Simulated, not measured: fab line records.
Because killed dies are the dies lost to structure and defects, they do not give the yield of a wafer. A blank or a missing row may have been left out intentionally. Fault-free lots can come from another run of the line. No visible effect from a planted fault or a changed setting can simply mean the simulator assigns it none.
What tool caused it? || flow sky130 || route of 708 steps, sampled at 1 step: 14 lots, 42 wafers

## WHAT THE GAUGES READ, wafer by wafer
SKY_FIELD_ISO_BOW_MEAS_00.
{"lot": "L725", "measured": "day 1 10:02", "on": "film metro-01", "INCOMING_BOW (um)": "2 4 6"}
{"lot": "L726", "measured": "day 1 15:00", "on": "film metro-04", "INCOMING_BOW (um)": "4 0 1"}
{"lot": "L728", "measured": "day 2 01:00", "on": "film metro-04", "INCOMING_BOW (um)": "4 -6 -5"}
{"lot": "L729", "measured": "day 2 06:02", "on": "film metro-02", "INCOMING_BOW (um)": "-4 -6 -5"}
{"lot": "L730", "measured": "day 2 11:01", "on": "film metro-01", "INCOMING_BOW (um)": "10 -5 7"}
{"lot": "L731", "measured": "day 2 16:01", "on": "film metro-01", "INCOMING_BOW (um)": "0 -9 -10"}
{"lot": "L733", "measured": "day 3 02:01", "on": "film metro-01", "INCOMING_BOW (um)": "9 -3 10"}
{"lot": "L735", "measured": "day 3 12:01", "on": "film metro-01", "INCOMING_BOW (um)": "-7 -7 -5"}
{"lot": "L736", "measured": "day 3 17:01", "on": "film metro-04", "INCOMING_BOW (um)": "9 -11 12"}
{"lot": "L742", "measured": "day 4 23:00", "on": "film metro-02", "INCOMING_BOW (um)": "-1 3 -4"}
{"lot": "L744", "measured": "day 5 09:00", "on": "film metro-04", "INCOMING_BOW (um)": "-3 2 -9"}
{"lot": "L745", "measured": "day 5 14:00", "on": "film metro-04", "INCOMING_BOW (um)": "12 -1 3"}
{"lot": "L746", "measured": "day 5 19:04", "on": "film metro-04", "INCOMING_BOW (um)": "12 -3 3"}
{"lot": "L747", "measured": "day 6 00:02", "on": "film metro-04", "INCOMING_BOW (um)": "-4 2 7"}

## TOOL THAT RAN EACH LOT (tool first, then ch and the chambers of the sampled wafers, then the start)
Record: no process step prior to these readings.

## WHAT THE TOOLS THEMSELVES READ (means of the sampled wafers that have a number; where no wafer has one, the mark that the record gives instead)
The record holds no such reading with a usual standard deviation.

## THE ANSWER, worked out from the rows above alone
Rule: usual is defined by the lots themselves. The widest of any qualifying gaps counts: lots, ordered by their means at a reading, are off when they make up no more than a third of the lots, leave a main group of 4 or more, and stand apart from it by 3 or more times the standard deviation of that group's means. A main group whose means are all the same, to the digits that the tables above print for the reading, isn't used. A lot without any number at a reading at which 4 lots or more have one is off too. Where the step has rows for the other lots, those lots are counted as sound. The gauges are gone through in route order, then the tools' own readings, and for those a lot's mean is taken as printed above. At the first step where some lot is off, the reading lying furthest off is the one used; lots without a number count as furthest.
Nothing can be told from this: no lot is off at any reading shown.

## WHAT THE SIMULATOR PUT IN
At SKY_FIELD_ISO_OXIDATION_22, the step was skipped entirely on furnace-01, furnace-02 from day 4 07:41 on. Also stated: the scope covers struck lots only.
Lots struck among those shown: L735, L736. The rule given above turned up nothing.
